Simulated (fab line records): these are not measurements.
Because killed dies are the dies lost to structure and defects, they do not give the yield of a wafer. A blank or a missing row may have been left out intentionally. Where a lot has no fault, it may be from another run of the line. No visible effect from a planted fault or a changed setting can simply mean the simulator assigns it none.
Chamber matching ; flow gf180mcu ; GF_V1_CMP_04 on cmp-02: 4 sister chambers
The step polishes SiO2. 8 wafers are shown with their chamber, then 12 later ones without.

WAFERS PAIRED WITH THEIR CHAMBERS
wafer;chamber;motor current A (A);time to endpoint s (s)
L081.5;0;12.3;86
L084.3;1;12.1;86
L084.4;0;12.7;90
L084.6;2;11.4;91
L087.1;1;12.8;79
L091.2;3;12.0;85
L091.3;2;12.1;94
L091.6;3;12.2;86

WAFERS WITHOUT THEIR CHAMBER
wafer;motor current A (A);time to endpoint s (s)
L092.2;12.8;73
L092.3;13.0;75
L092.4;12.6;86
L092.1;10.6;84
L092.5;12.5;86
L092.6;12.9;80
L093.2;11.1;86
L093.3;12.2;79
L093.5;12.4;81
L093.1;12.9;84
L093.4;12.9;86
L093.6;11.2;90

WHICH CHAMBER EACH ONE RAN IN
wafer;from the rows above;in truth
L092.2;can't be placed: 1 or 3 or 0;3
L092.3;can't be placed: 1 or 3 or 0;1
L092.4;can't be placed: 0 or 1 or 3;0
L092.1;can't be placed: 3 or 2 or 1 or 0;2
L092.5;can't be placed: 0 or 3 or 1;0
L092.6;can't be placed: 1 or 3 or 0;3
L093.2;can't be placed: 3 or 2 or 1 or 0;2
L093.3;can't be placed: 1 or 3 or 0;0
L093.5;can't be placed: 1 or 3 or 0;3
L093.1;can't be placed: 1 or 0 or 3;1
L093.4;can't be placed: 0 or 1 or 3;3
L093.6;can't be placed: 2 or 3 or 0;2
0 of 12 placed correctly. Can't be placed from these rows: 12 (the true chamber is among the candidates in 12). Placed wrongly: 0.
How it was worked out, from the rows above alone: a wafer's distance from a chamber is the root of the sum, over the readings, of the square of ((its reading less the chamber's mean) divided by the reading's scatter). The wafer belongs to the nearest chamber; if the next one is less than 2 further off, it can't be placed. The mean given for a chamber averages the wafers shown for that chamber. The scatter: the root of (the sum of the squares of (reading less its chamber's mean) over the shown wafers, divided by (wafers less chambers)).
